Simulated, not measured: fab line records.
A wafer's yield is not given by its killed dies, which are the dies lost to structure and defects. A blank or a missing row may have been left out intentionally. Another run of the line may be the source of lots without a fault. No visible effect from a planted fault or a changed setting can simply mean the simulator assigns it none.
fab line records -- flow gf180mcu
record lots=24, wafers=72, lastDay=34
route steps=602 shown POLY_GATE@171 M2@377 V2@385 M3@424 MIM@513 V5@566
lots with no fault: from the same line, run without faults
startH: hours from the record's opening day to when the first of the lot's shown wafers began -- waitH: time in hours since the lot's previous step -- " the same as in the row above -- L1.1+2: a single row standing in for several wafers -- - no value, or no start was given -- * or withheld: withheld -- < > ~ a bound
route shown NAME@n: names a module that has steps shown in the file, with the first one's number in the route -- usual: mean/standard deviation of fault-free wafers -- same: alike in all rows -- chamber/n: place in a boat -- sites: readings site by site -- _std_site: their standard deviation -- _edge_site: mean of outer sites minus mean of inner sites -- radiusMm: how far each site lies from the wafer's centre -- mask NAME#n: copy n -- behind: the last tool/chamber to shape the wafer -- hold: cause of the lot's hold/its duration in hours/its outcome -- device: whichever transistor did not switch (one of n, p or np) -- end of line: tests run on the same wafers once the route is complete -- where a step has no rows: the recipe by itself -- killed: the dies lost at the first sort to structure and to defects; this is not the yield of the wafer -- map: a wafer's dies, x killed, . not, _ none there
set.NAME: the setting that was run; set.NAME@STEP: the one run at that earlier step -- model.NAME: the simulator's own value behind a step, which no gauge read
steps of the route over a sample of lots; a table a step, a row a wafer
services: when a tool's chamber went out of use (startH, in hours from the record's first day, below 0 if earlier), for how many hours, and the reason
## steps
# step GF_POLY_GATE_STRIP_14
# recipe chemistry=O2/N2, powerW=1400, pressureMtorr=1500, platenTempC=250, o2FlowSccm=3000, n2FlowSccm=300, overashFraction=0.5
# usual chamberPressureMTorr=1500.1/1.2, drypumpMotorCurrentA=5.96/0.29, heaterPowerW=332/23, o2FlowSccm=3001/7.4, oesProductAu=0.505/0.0047
lot.wafer,tool,chamber,startH,waitH,chamberPressureMTorr,drypumpMotorCurrentA,heaterPowerW,o2FlowSccm,oesProductAu,rfHoursCounterH
L074.1,plasmaAsher-01,1,199.52,0.0,1499.3,5.38,372,2991,0.509,53
L074.3,plasmaAsher-01,0,199.52,0.0,1499.5,5.84,298,2997,0.503,-
L074.6,plasmaAsher-01,0,199.52,0.0,1500.8,5.85,290,2994,0.488,-
L075.3,plasmaAsher-02,1,205.44,0.1,1498.7,6.11,320,3005,0.505,-
L075.4,plasmaAsher-02,0,205.44,0.1,1501.3,6.24,328,2981,0.502,-
L075.6,plasmaAsher-02,0,205.44,0.1,1497.2,6.23,339,2989,0.500,-
L076.1,plasmaAsher-02,0,211.75,0.0,1501.9,6.22,332,2997,0.504,41
L076.2,plasmaAsher-02,1,211.75,0.0,1499.4,6.14,331,3008,0.507,41
L076.4,plasmaAsher-02,0,211.75,0.0,1499.3,6.26,345,3001,0.490,-
L077.1,plasmaAsher-02,0,218.51,0.0,1500.9,6.26,335,2986,0.505,42
L077.5,plasmaAsher-02,1,218.51,0.0,1499.9,6.15,323,3005,0.506,-
L077.6,plasmaAsher-02,0,218.51,0.0,1498.6,6.24,343,3000,0.507,-
L078.1,plasmaAsher-01,1,228.51,0.0,1501.0,5.41,367,3000,0.498,56
L078.2,plasmaAsher-01,0,228.51,0.0,1499.2,5.84,300,3002,0.509,56
L078.4,plasmaAsher-01,1,228.51,0.0,1498.1,5.43,368,3005,0.514,-
L079.1,plasmaAsher-01,1,233.06,0.0,1500.2,5.45,370,3000,0.506,56
L079.5,plasmaAsher-01,1,233.06,0.0,1499.2,5.37,365,3000,0.498,-
L079.6,plasmaAsher-01,0,233.06,0.0,1500.3,5.82,291,3003,0.504,-
L080.3,plasmaAsher-04,0,242.28,0.1,1500.2,5.84,349,2988,0.492,-
L080.4,plasmaAsher-04,1,242.28,0.1,1500.4,6.21,311,3000,0.506,-
L080.5,plasmaAsher-04,1,242.28,0.1,1500.0,6.21,321,2996,0.495,-
L081.1,plasmaAsher-04,1,248.46,0.0,1500.7,6.20,306,3003,0.500,61
L081.3,plasmaAsher-04,0,248.46,0.0,1501.0,5.85,353,2995,0.496,-
L081.5,plasmaAsher-04,1,248.46,0.0,1499.6,6.19,312,3006,0.499,-
L082.1,plasmaAsher-04,1,256.37,0.0,1500.0,6.21,316,2987,0.511,62
L082.5,plasmaAsher-04,1,256.37,0.0,1498.6,6.19,317,3000,0.508,-
L082.6,plasmaAsher-04,0,256.37,0.0,1499.1,5.84,347,2994,0.501,-
L083.3,plasmaAsher-04,0,262.98,0.1,1499.0,5.85,348,3009,0.515,-
L083.4,plasmaAsher-04,1,262.98,0.1,1499.5,6.22,315,3020,0.507,-
L083.6,plasmaAsher-04,0,262.98,0.1,1498.5,5.84,349,2999,0.509,-
L084.1,plasmaAsher-02,0,269.10,0.0,1500.3,6.26,348,3009,0.511,47
L084.5,plasmaAsher-02,0,269.10,0.0,1499.8,6.27,341,3001,0.500,-
L084.6,plasmaAsher-02,1,269.10,0.0,1499.9,6.12,328,2986,0.496,-
L085.2,plasmaAsher-01,1,274.50,0.0,1501.5,5.35,360,2996,0.505,61
L085.4,plasmaAsher-01,0,274.50,0.0,1501.3,5.85,303,3001,0.508,-
L085.5,plasmaAsher-01,0,274.50,0.0,1499.3,5.87,286,2999,0.509,-
L086.1,plasmaAsher-04,1,283.20,0.0,1500.8,6.23,309,3007,0.503,65
L086.2,plasmaAsher-04,0,283.20,0.0,1499.6,5.83,352,2998,0.498,65
L086.5,plasmaAsher-04,0,283.20,0.0,1499.9,5.83,344,2995,0.506,-
L087.1,plasmaAsher-04,0,289.05,0.0,1499.9,5.84,349,2994,0.504,65
L087.3,plasmaAsher-04,1,289.05,0.0,1500.0,6.23,311,2987,0.518,-
L087.5,plasmaAsher-04,1,289.05,0.0,1499.6,6.21,315,2998,0.509,-
L088.1,plasmaAsher-01,1,300.30,0.0,1500.2,5.46,354,3006,0.512,63
L088.5,plasmaAsher-01,0,300.30,0.0,1501.3,5.82,300,3015,0.504,-
L088.6,plasmaAsher-01,1,300.30,0.0,1501.1,5.43,373,3008,0.501,-
L089.4,plasmaAsher-02,1,310.59,0.1,1498.9,6.17,330,2995,0.506,-
L089.5,plasmaAsher-02,0,310.59,0.1,1499.4,6.24,334,2995,0.501,-
L089.6,plasmaAsher-02,1,310.59,0.1,1500.3,6.18,330,3004,0.506,-
L090.3,plasmaAsher-04,1,313.78,0.1,1499.3,6.23,304,3011,0.500,-
L090.4,plasmaAsher-04,0,313.78,0.1,1497.7,5.85,342,3002,0.505,-
L090.6,plasmaAsher-04,0,313.78,0.1,1499.8,5.86,349,2991,0.501,-
L091.1,plasmaAsher-02,0,325.62,0.0,1499.7,6.25,340,3003,0.508,53
L091.3,plasmaAsher-02,1,325.62,0.0,1499.9,6.12,333,3001,0.495,-
L091.5,plasmaAsher-02,1,325.62,0.0,1501.6,6.11,323,3006,0.501,-
L092.1,plasmaAsher-04,1,331.07,0.0,1499.9,6.19,311,3006,0.503,70
L092.3,plasmaAsher-04,0,331.07,0.0,1499.2,5.84,351,2993,0.511,-
L092.5,plasmaAsher-04,1,331.07,0.0,1501.7,6.21,307,3019,0.506,-
L093.2,plasmaAsher-02,0,345.81,0.0,1499.7,6.27,338,3008,0.505,55
L093.3,plasmaAsher-02,0,345.81,0.0,1500.1,6.28,344,3000,0.500,-
L093.5,plasmaAsher-02,0,345.81,0.0,1499.3,6.28,336,3006,0.504,-
L094.2,plasmaAsher-04,1,345.92,0.0,1499.8,6.22,313,3007,0.505,71
L094.4,plasmaAsher-04,1,345.92,0.0,1499.1,6.23,316,2996,0.502,-
L094.5,plasmaAsher-04,0,345.92,0.0,1498.9,5.84,354,3013,0.509,-
L095.1,plasmaAsher-01,0,355.10,0.0,1501.6,5.87,296,2993,0.509,69
L095.2,plasmaAsher-01,1,355.10,0.0,1500.6,5.39,370,3003,0.509,69
L095.3,plasmaAsher-01,0,355.10,0.0,1502.7,5.83,290,3001,0.509,-
L096.3,plasmaAsher-04,1,355.15,0.1,1498.9,6.23,310,2998,0.504,-
L096.4,plasmaAsher-04,0,355.15,0.1,1501.7,5.83,362,3000,0.501,-
L096.5,plasmaAsher-04,0,355.15,0.1,1498.4,5.83,347,3013,0.506,-
L097.2,plasmaAsher-01,0,368.81,0.0,1502.1,5.85,300,3002,0.508,70
L097.3,plasmaAsher-01,0,368.81,0.0,1501.2,5.85,301,3003,0.511,-
L097.4,plasmaAsher-01,1,368.81,0.0,1502.0,5.38,362,3006,0.509,-
# step GF_M2_OVL_MEAS_15
# usual M2_OVL=3/5.5
lot.wafer,tool,chamber,startH,waitH,M2_OVL[nm]
L074.1,overlay-01,-,436.76,0.1,1
L074.3,overlay-01,-,436.76,0.1,-4
L074.6,overlay-01,-,436.76,0.1,-4
L075.3,overlay-01,-,445.23,0.1,-2
L075.4,overlay-01,-,445.23,0.1,-4
L075.6,overlay-01,-,445.23,0.1,9
L076.1,overlay-01,-,455.26,0.1,3
L076.2,overlay-01,-,455.26,0.1,11
L076.4,overlay-01,-,455.26,0.1,20
L077.1,overlay-02,-,460.96,0.1,-2
L077.5,overlay-02,-,460.96,0.1,0
L077.6,overlay-02,-,460.96,0.1,2
L078.1,overlay-02,-,480.37,0.1,3
L078.2,overlay-02,-,480.37,0.1,-2
L078.4,overlay-02,-,480.37,0.1,7
L079.1,overlay-01,-,480.55,0.1,18
L079.5,overlay-01,-,480.55,0.1,20
L079.6,overlay-01,-,480.55,0.1,6
L080.3,overlay-02,-,491.72,0.1,-1
L080.4,overlay-02,-,491.72,0.1,1
L080.5,overlay-02,-,491.72,0.1,4
L081.1,overlay-01,-,502.36,0.1,8
L081.3,overlay-01,-,502.36,0.1,8
L081.5,overlay-01,-,502.36,0.1,5
L082.1,overlay-01,-,509.41,0.1,2
L082.5,overlay-01,-,509.41,0.1,-7
L082.6,overlay-01,-,509.41,0.1,-4
L083.3,overlay-01,-,517.53,0.1,4
L083.4,overlay-01,-,517.53,0.1,14
L083.6,overlay-01,-,517.53,0.1,12
L084.1,overlay-01,-,524.55,0.1,-4
L084.5,overlay-01,-,524.55,0.1,4
L084.6,overlay-01,-,524.55,0.1,-3
L085.2,overlay-01,-,533.02,0.1,7
L085.4,overlay-01,-,533.02,0.1,5
L085.5,overlay-01,-,533.02,0.1,-4
L086.1,overlay-02,-,544.26,0.1,9
L086.2,overlay-02,-,544.26,0.1,4
L086.5,overlay-02,-,544.26,0.1,6
L087.1,overlay-01,-,550.66,0.1,6
L087.3,overlay-01,-,550.66,0.1,4
L087.5,overlay-01,-,550.66,0.1,9
L088.1,overlay-02,-,558.52,0.1,8
L088.5,overlay-02,-,558.52,0.1,2
L088.6,overlay-02,-,558.52,0.1,5
L089.4,overlay-02,-,580.18,0.1,4
L089.5,overlay-02,-,580.18,0.1,1
L089.6,overlay-02,-,580.18,0.1,1
L090.3,overlay-01,-,582.72,0.1,-7
L090.4,overlay-01,-,582.72,0.1,-2
L090.6,overlay-01,-,582.72,0.1,-4
L091.1,overlay-01,-,597.10,0.1,9
L091.3,overlay-01,-,597.10,0.1,9
L091.5,overlay-01,-,597.10,0.1,4
L092.1,overlay-02,-,597.45,0.1,8
L092.3,overlay-02,-,597.45,0.1,0
L092.5,overlay-02,-,597.45,0.1,8
L093.2,overlay-01,-,611.38,0.1,1
L093.3,overlay-01,-,611.38,0.1,1
L093.5,overlay-01,-,611.38,0.1,0
L094.2,overlay-01,-,613.12,0.1,2
L094.4,overlay-01,-,613.12,0.1,13
L094.5,overlay-01,-,613.12,0.1,8
L095.1,overlay-01,-,619.90,0.1,0
L095.2,overlay-01,-,619.90,0.1,2
L095.3,overlay-01,-,619.90,0.1,2
L096.3,overlay-01,-,623.72,0.1,-2
L096.4,overlay-01,-,623.72,0.1,-3
L096.5,overlay-01,-,623.72,0.1,2
L097.2,overlay-01,-,634.42,0.1,3
L097.3,overlay-01,-,634.42,0.1,1
L097.4,overlay-01,-,634.42,0.1,3
# step GF_V2_THK_MEAS_03
# recipe reads=SiO2_of_V2_CVD_02
# usual V2_CVD_02_THK=852/10
lot.wafer,tool,chamber,startH,waitH,V2_CVD_02_THK[nm]
L074.1,filmMetro-03,-,437.66,0.0,850
L074.3,filmMetro-03,-,437.66,0.0,854
L074.6,filmMetro-03,-,437.66,0.0,863
L075.3,filmMetro-01,-,446.13,0.1,849
L075.4,filmMetro-01,-,446.13,0.1,854
L075.6,filmMetro-01,-,446.13,0.1,853
L076.1,filmMetro-03,-,456.16,0.0,854
L076.2,filmMetro-03,-,456.16,0.0,839
L076.4,filmMetro-03,-,456.16,0.0,850
L077.1,filmMetro-01,-,461.87,0.0,841
L077.5,filmMetro-01,-,461.87,0.0,860
L077.6,filmMetro-01,-,461.87,0.0,866
L078.1,filmMetro-03,-,481.27,0.0,852
L078.2,filmMetro-03,-,481.27,0.0,857
L078.4,filmMetro-03,-,481.27,0.0,856
L079.1,filmMetro-04,-,481.50,0.0,849
L079.5,filmMetro-04,-,481.50,0.0,859
L079.6,filmMetro-04,-,481.50,0.0,865
L080.3,filmMetro-04,-,492.63,0.1,838
L080.4,filmMetro-04,-,492.63,0.1,854
L080.5,filmMetro-04,-,492.63,0.1,851
L081.1,filmMetro-03,-,503.27,0.0,843
L081.3,filmMetro-03,-,503.27,0.0,841
L081.5,filmMetro-03,-,503.27,0.0,859
L082.1,filmMetro-04,-,510.31,0.0,839
L082.5,filmMetro-04,-,510.31,0.0,865
L082.6,filmMetro-04,-,510.31,0.0,847
L083.3,filmMetro-01,-,518.44,0.1,845
L083.4,filmMetro-01,-,518.44,0.1,854
L083.6,filmMetro-01,-,518.44,0.1,849
L084.1,filmMetro-01,-,525.45,0.0,844
L084.5,filmMetro-01,-,525.45,0.0,865
L084.6,filmMetro-01,-,525.45,0.0,863
L085.2,filmMetro-01,-,533.95,0.0,842
L085.4,filmMetro-01,-,533.95,0.0,858
L085.5,filmMetro-01,-,533.95,0.0,858
L086.1,filmMetro-01,-,545.19,0.0,851
L086.2,filmMetro-01,-,545.19,0.0,847
L086.5,filmMetro-01,-,545.19,0.0,855
L087.1,filmMetro-04,-,551.73,0.0,849
L087.3,filmMetro-04,-,551.73,0.0,849
L087.5,filmMetro-04,-,551.73,0.0,849
L088.1,filmMetro-03,-,559.44,0.0,848
L088.5,filmMetro-03,-,559.44,0.0,852
L088.6,filmMetro-03,-,559.44,0.0,850
L089.4,filmMetro-01,-,581.22,0.0,850
L089.5,filmMetro-01,-,581.22,0.0,864
L089.6,filmMetro-01,-,581.22,0.0,870
L090.3,filmMetro-04,-,583.63,0.1,839
L090.4,filmMetro-04,-,583.63,0.1,859
L090.6,filmMetro-04,-,583.63,0.1,856
L091.1,filmMetro-01,-,598.00,0.0,860
L091.3,filmMetro-01,-,598.00,0.0,848
L091.5,filmMetro-01,-,598.00,0.0,867
L092.1,filmMetro-04,-,598.38,0.0,835
L092.3,filmMetro-04,-,598.38,0.0,847
L092.5,filmMetro-04,-,598.38,0.0,862
L093.2,filmMetro-03,-,612.31,0.0,853
L093.3,filmMetro-03,-,612.31,0.0,843
L093.5,filmMetro-03,-,612.31,0.0,872
L094.2,filmMetro-04,-,614.05,0.0,844
L094.4,filmMetro-04,-,614.05,0.0,841
L094.5,filmMetro-04,-,614.05,0.0,855
L095.1,filmMetro-03,-,620.81,0.0,842
L095.2,filmMetro-03,-,620.81,0.0,855
L095.3,filmMetro-03,-,620.81,0.0,841
L096.3,filmMetro-01,-,624.63,0.1,840
L096.4,filmMetro-01,-,624.63,0.1,862
L096.5,filmMetro-01,-,624.63,0.1,864
L097.2,filmMetro-04,-,635.40,0.1,844
L097.3,filmMetro-04,-,635.40,0.1,845
L097.4,filmMetro-04,-,635.40,0.1,855
# step GF_M3_OVL_MEAS_15
# usual M3_OVL=4/4.8
lot.wafer,tool,chamber,startH,waitH,M3_OVL[nm]
L074.1,overlay-02,-,489.47,0.1,10
L074.3,overlay-02,-,489.47,0.1,14
L074.6,overlay-02,-,489.47,0.1,12
L075.3,overlay-02,-,496.43,0.1,0
L075.4,overlay-02,-,496.43,0.1,8
L075.6,overlay-02,-,496.43,0.1,8
L076.1,overlay-01,-,506.95,0.1,-4
L076.2,overlay-01,-,506.95,0.1,10
L076.4,overlay-01,-,506.95,0.1,4
L077.1,overlay-01,-,511.85,0.1,-1
L077.5,overlay-01,-,511.85,0.1,0
L077.6,overlay-01,-,511.85,0.1,-2
L078.1,overlay-01,-,529.91,0.1,4
L078.2,overlay-01,-,529.91,0.1,8
L078.4,overlay-01,-,529.91,0.1,3
L079.1,overlay-01,-,530.00,0.1,2
L079.5,overlay-01,-,530.00,0.1,-9
L079.6,overlay-01,-,530.00,0.1,5
L080.3,overlay-02,-,540.35,0.1,-2
L080.4,overlay-02,-,540.35,0.1,-2
L080.5,overlay-02,-,540.35,0.1,2
L081.1,overlay-01,-,551.65,0.1,9
L081.3,overlay-01,-,551.65,0.1,7
L081.5,overlay-01,-,551.65,0.1,6
L082.1,overlay-01,-,558.00,0.1,4
L082.5,overlay-01,-,558.00,0.1,3
L082.6,overlay-01,-,558.00,0.1,-3
L083.3,overlay-01,-,565.45,0.1,0
L083.4,overlay-01,-,565.45,0.1,1
L083.6,overlay-01,-,565.45,0.1,3
L084.1,overlay-02,-,572.40,0.1,8
L084.5,overlay-02,-,572.40,0.1,6
L084.6,overlay-02,-,572.40,0.1,5
L085.2,overlay-02,-,581.51,0.1,3
L085.4,overlay-02,-,581.51,0.1,10
L085.5,overlay-02,-,581.51,0.1,5
L086.1,overlay-02,-,591.25,0.1,-2
L086.2,overlay-02,-,591.25,0.1,0
L086.5,overlay-02,-,591.25,0.1,-1
L087.1,overlay-01,-,596.75,0.1,6
L087.3,overlay-01,-,596.75,0.1,5
L087.5,overlay-01,-,596.75,0.1,7
L088.1,overlay-01,-,605.12,0.1,0
L088.5,overlay-01,-,605.12,0.1,3
L088.6,overlay-01,-,605.12,0.1,0
L089.4,overlay-01,-,625.91,0.1,-3
L089.5,overlay-01,-,625.91,0.1,3
L089.6,overlay-01,-,625.91,0.1,4
L090.3,overlay-01,-,627.56,0.1,11
L090.4,overlay-01,-,627.56,0.1,1
L090.6,overlay-01,-,627.56,0.1,1
L091.1,overlay-01,-,641.15,0.1,2
L091.3,overlay-01,-,641.15,0.1,1
L091.5,overlay-01,-,641.15,0.1,7
L092.1,overlay-01,-,641.72,0.1,16
L092.3,overlay-01,-,641.72,0.1,15
L092.5,overlay-01,-,641.72,0.1,7
L093.2,overlay-01,-,654.24,0.1,13
L093.3,overlay-01,-,654.24,0.1,11
L093.5,overlay-01,-,654.24,0.1,5
L094.2,overlay-01,-,656.26,0.1,6
L094.4,overlay-01,-,656.26,0.1,10
L094.5,overlay-01,-,656.26,0.1,9
L095.1,overlay-02,-,663.31,0.1,1
L095.2,overlay-02,-,663.31,0.1,0
L095.3,overlay-02,-,663.31,0.1,1
L096.3,overlay-01,-,666.11,0.1,13
L096.4,overlay-01,-,666.11,0.1,6
L096.5,overlay-01,-,666.11,0.1,2
L097.2,overlay-02,-,675.96,0.1,7
L097.3,overlay-02,-,675.96,0.1,9
L097.4,overlay-02,-,675.96,0.1,2
# step GF_MIM_RS_MEAS_10
# recipe thkMeasGauge=four-point-probe, reads=TiN_of_MIM_SPUTTER_09+AlCu_of_MIM_SPUTTER_08+TiN_of_MIM_SPUTTER_07
# usual MIM_ALCU_RS=0.1616/0.0014
lot.wafer,tool,chamber,startH,waitH,MIM_ALCU_RS[ohm/sq]
L074.1,filmMetro-04,-,565.18,0.0,0.1626
L074.3,filmMetro-04,-,565.18,0.0,0.1586
L074.6,filmMetro-04,-,565.18,0.0,0.1596
L075.3,filmMetro-03,-,570.85,0.1,0.1630
L075.4,filmMetro-03,-,570.85,0.1,0.1627
L075.6,filmMetro-03,-,570.85,0.1,0.1621
L076.1,filmMetro-03,-,579.82,0.0,0.1633
L076.2,filmMetro-03,-,579.82,0.0,0.1625
L076.4,filmMetro-03,-,579.82,0.0,0.1623
L077.1,filmMetro-03,-,585.47,0.0,0.1604
L077.5,filmMetro-03,-,585.47,0.0,0.1613
L077.6,filmMetro-03,-,585.47,0.0,0.1623
L078.1,filmMetro-03,-,601.57,0.0,0.1628
L078.2,filmMetro-03,-,601.57,0.0,0.1611
L078.4,filmMetro-03,-,601.57,0.0,0.1622
L079.1,filmMetro-02,-,601.99,0.0,0.1612
L079.5,filmMetro-02,-,601.99,0.0,0.1629
L079.6,filmMetro-02,-,601.99,0.0,0.1627
L080.3,filmMetro-02,-,610.61,0.1,0.1574
L080.4,filmMetro-02,-,610.61,0.1,0.1622
L080.5,filmMetro-02,-,610.61,0.1,0.1591
L081.1,filmMetro-04,-,624.46,0.0,0.1634
L081.3,filmMetro-04,-,624.46,0.0,0.1607
L081.5,filmMetro-04,-,624.46,0.0,0.1616
L082.1,filmMetro-04,-,627.42,0.0,0.1628
L082.5,filmMetro-04,-,627.42,0.0,0.1623
L082.6,filmMetro-04,-,627.42,0.0,0.1626
L083.3,filmMetro-04,-,634.21,0.1,0.1612
L083.4,filmMetro-04,-,634.21,0.1,0.1621
L083.6,filmMetro-04,-,634.21,0.1,0.1634
L084.1,filmMetro-02,-,641.54,0.0,0.1620
L084.5,filmMetro-02,-,641.54,0.0,0.1601
L084.6,filmMetro-02,-,641.54,0.0,0.1619
L085.2,filmMetro-03,-,649.37,0.0,0.1599
L085.4,filmMetro-03,-,649.37,0.0,0.1599
L085.5,filmMetro-03,-,649.37,0.0,0.1621
L086.1,filmMetro-03,-,663.18,0.0,0.1622
L086.2,filmMetro-03,-,663.18,0.0,0.1611
L086.5,filmMetro-03,-,663.18,0.0,0.1611
L087.1,filmMetro-02,-,663.27,0.0,0.1630
L087.3,filmMetro-02,-,663.27,0.0,0.1600
L087.5,filmMetro-02,-,663.27,0.0,0.1622
L088.1,filmMetro-03,-,670.76,0.0,0.1618
L088.5,filmMetro-03,-,670.76,0.0,0.1618
L088.6,filmMetro-03,-,670.76,0.0,0.1616
L089.4,filmMetro-04,-,691.52,0.1,0.1603
L089.5,filmMetro-04,-,691.52,0.1,0.1600
L089.6,filmMetro-04,-,691.52,0.1,0.1623
L090.3,filmMetro-03,-,693.48,0.1,0.1589
L090.4,filmMetro-03,-,693.48,0.1,0.1591
L090.6,filmMetro-03,-,693.48,0.1,0.1599
L091.1,filmMetro-04,-,704.36,0.0,0.1609
L091.3,filmMetro-04,-,704.36,0.0,0.1616
L091.5,filmMetro-04,-,704.36,0.0,0.1618
L092.1,filmMetro-04,-,707.16,0.0,0.1617
L092.3,filmMetro-04,-,707.16,0.0,0.1607
L092.5,filmMetro-04,-,707.16,0.0,0.1620
L093.2,filmMetro-03,-,716.41,0.0,0.1645
L093.3,filmMetro-03,-,716.41,0.0,0.1630
L093.5,filmMetro-03,-,716.41,0.0,0.1627
L094.2,filmMetro-03,-,717.93,0.0,0.1609
L094.4,filmMetro-03,-,717.93,0.0,0.1600
L094.5,filmMetro-03,-,717.93,0.0,0.1626
L095.1,filmMetro-03,-,725.71,0.0,0.1612
L095.2,filmMetro-03,-,725.71,0.0,0.1621
L095.3,filmMetro-03,-,725.71,0.0,0.1617
L096.3,filmMetro-02,-,728.85,0.1,0.1619
L096.4,filmMetro-02,-,728.85,0.1,0.1625
L096.5,filmMetro-02,-,728.85,0.1,0.1635
L097.2,filmMetro-04,-,735.88,0.0,0.1598
L097.3,filmMetro-04,-,735.88,0.0,0.1643
L097.4,filmMetro-04,-,735.88,0.0,0.1629
# step GF_V5_CMP_26
# recipe stopOn=SiO2, downForcePsi=3.5, platenRpm=60, tOverpolishS=15, targetThkNm=0, padVelocityMS=0.94248
# usual motorCurrentA=11.3/1.5, overpolishRunS=15.001/0.0085, slurryFlowMlMin=150.0/0.51, timeToEndpointS=83.8/2.9
lot.wafer,tool,chamber,startH,waitH,motorCurrentA,overpolishRunS,slurryFlowMlMin,timeToEndpointS
L074.1,cmp-01,3,630.58,0.1,9.8,14.990,150.7,84.1
L074.3,cmp-01,0,630.58,0.1,10.5,15.008,150.6,87.7
L074.6,cmp-01,1,630.58,0.1,11.0,14.999,149.3,82.5
L075.4,cmp-02,3,636.87,0.1,13.9,14.992,150.1,86.5
L075.3,cmp-02,0,636.87,0.1,11.3,14.998,150.6,83.3
L075.6,cmp-02,3,636.87,0.1,14.4,15.008,149.7,79.7
L076.1,cmp-02,3,645.36,0.1,14.8,14.999,151.3,83.2
L076.2,cmp-02,1,645.36,0.1,10.8,14.998,150.1,91.5
L076.4,cmp-02,2,645.36,0.1,10.8,15.000,150.1,81.4
L077.1,cmp-01,2,649.16,0.1,10.3,14.998,150.4,84.0
L077.5,cmp-01,0,649.16,0.1,10.5,15.007,149.0,80.7
L077.6,cmp-01,1,649.16,0.1,11.1,15.003,149.9,83.1
L078.2,cmp-01,2,665.77,0.9,10.1,15.008,149.4,87.7
L078.4,cmp-01,0,665.77,0.9,10.3,14.988,150.6,84.9
L078.1,cmp-01,1,665.77,0.9,11.3,14.987,150.7,86.7
L079.1,cmp-01,0,666.77,0.9,10.6,15.017,148.9,81.9
L079.6,cmp-01,2,666.77,0.9,10.4,15.004,149.6,85.7
L079.5,cmp-01,3,666.77,0.9,9.7,15.008,150.9,83.1
L080.4,cmp-02,1,672.89,0.0,10.8,14.999,150.0,89.8
L080.3,cmp-02,2,672.89,0.0,10.8,14.990,150.3,82.2
L080.5,cmp-02,2,672.89,0.0,11.6,15.003,150.3,81.3
L081.3,cmp-02,2,686.88,0.0,11.0,15.004,149.4,82.6
L081.1,cmp-02,3,686.88,0.0,15.1,14.998,149.9,81.5
L081.5,cmp-02,2,686.88,0.0,10.9,15.004,149.7,82.9
L082.1,cmp-01,1,689.99,0.2,11.9,15.001,150.1,82.6
L082.5,cmp-01,2,689.99,0.2,10.1,14.998,150.3,86.8
L082.6,cmp-01,3,689.99,0.2,9.9,14.995,149.9,83.0
L083.4,cmp-01,0,694.73,0.0,10.4,15.007,149.1,85.1
L083.3,cmp-01,3,694.73,0.0,9.9,15.005,149.6,84.2
L083.6,cmp-01,1,694.73,0.0,11.7,14.992,150.2,82.8
L084.1,cmp-01,1,702.00,0.2,11.2,15.004,150.9,83.4
L084.6,cmp-01,2,702.00,0.2,10.5,14.985,149.8,85.3
L084.5,cmp-01,3,702.00,0.2,9.6,14.998,150.0,81.9
L085.2,cmp-02,2,709.64,0.1,10.8,15.004,150.3,81.1
L085.4,cmp-02,0,709.64,0.1,10.9,15.005,149.7,82.2
L085.5,cmp-02,1,709.64,0.1,10.5,14.999,149.8,87.2
L086.2,cmp-02,1,722.98,0.1,10.4,15.001,149.6,85.7
L086.1,cmp-02,2,722.98,0.1,11.5,14.991,150.5,81.2
L086.5,cmp-02,3,722.98,0.1,14.7,15.011,150.2,81.3
L087.3,cmp-01,3,723.01,0.0,10.3,15.003,150.4,79.8
L087.1,cmp-01,2,723.01,0.0,10.5,14.999,149.0,82.5
L087.5,cmp-01,0,723.01,0.0,10.5,15.001,150.2,80.1
L088.1,cmp-01,1,727.37,0.2,11.4,15.001,149.1,82.3
L088.6,cmp-01,2,727.37,0.2,9.9,14.991,150.7,82.8
L088.5,cmp-01,3,727.37,0.2,9.5,15.004,150.5,79.8
L089.4,cmp-01,3,747.42,0.0,9.9,15.008,149.8,85.1
L089.6,cmp-01,3,747.42,0.0,9.3,15.008,150.3,84.3
L089.5,cmp-01,0,747.42,0.0,10.4,14.998,149.9,85.9
L090.4,cmp-02,0,749.32,0.1,11.1,14.985,150.0,84.5
L090.3,cmp-02,1,749.32,0.1,11.4,14.990,148.8,88.5
L090.6,cmp-02,3,749.32,0.1,14.8,14.995,150.0,80.9
L091.3,cmp-02,0,759.23,0.1,11.2,14.989,149.4,79.4
L091.1,cmp-02,2,759.23,0.1,10.5,14.998,149.4,82.3
L091.5,cmp-02,3,759.23,0.1,15.0,15.010,149.9,78.3
L092.3,cmp-02,3,761.54,0.0,15.2,15.011,150.4,78.8
L092.1,cmp-02,1,761.54,0.0,10.8,14.998,149.8,85.7
L092.5,cmp-02,3,761.54,0.0,15.0,15.020,150.2,80.3
L093.2,cmp-02,2,769.80,0.1,11.2,14.989,149.4,82.6
L093.3,cmp-02,3,769.80,0.1,14.2,15.001,149.4,78.2
L093.5,cmp-02,0,769.80,0.1,11.3,14.996,150.3,82.2
L094.2,cmp-02,3,771.58,0.1,15.4,15.009,150.2,84.3
L094.4,cmp-02,0,771.58,0.1,10.8,14.998,150.2,85.2
L094.5,cmp-02,2,771.58,0.1,11.2,14.996,149.9,84.5
L095.3,cmp-01,3,777.68,0.0,9.9,14.990,150.1,82.4
L095.1,cmp-01,1,777.68,0.0,11.4,15.013,150.4,84.1
L095.2,cmp-01,2,777.68,0.0,10.1,15.013,149.0,85.1
L096.4,cmp-02,0,780.75,0.1,11.5,14.995,150.8,84.6
L096.3,cmp-02,1,780.75,0.1,10.5,14.994,149.5,87.0
L096.5,cmp-02,3,780.75,0.1,14.3,15.004,149.5,80.5
L097.3,cmp-01,1,787.61,0.1,11.1,15.000,149.6,84.0
L097.4,cmp-01,2,787.61,0.1,10.2,14.988,149.8,86.8
L097.2,cmp-01,3,787.61,0.1,9.8,15.005,149.3,83.2
## services
tool,chamber,startH,hours,kind
cmp-01,-,232.00,4.0,pm
cmp-02,-,289.00,1.5,repair
cmp-01,-,313.00,5.7,pm
cmp-02,-,322.12,23.9,pm
cmp-02,-,346.03,5.1,pm
cmp-01,-,397.83,2.0,repair
cmp-02,-,404.00,4.0,pm
cmp-02,-,411.97,0.8,repair
cmp-01,-,423.29,1.5,repair
cmp-02,-,433.25,4.1,repair
cmp-01,-,466.05,5.8,repair
cmp-01,-,496.26,1.0,repair
cmp-02,-,497.74,1.6,repair
cmp-02,-,570.47,2.0,repair
cmp-01,-,572.00,4.0,pm
cmp-02,-,615.09,1.5,repair
cmp-01,-,615.68,1.2,repair
cmp-01,-,630.79,5.5,repair
cmp-02,-,644.14,0.5,repair
cmp-02,-,663.74,3.4,pm
cmp-01,-,681.98,5.4,pm
cmp-02,-,701.18,7.0,pm
cmp-02,-,744.04,4.0,pm
cmp-01,-,752.70,1.3,repair
## key
fault none
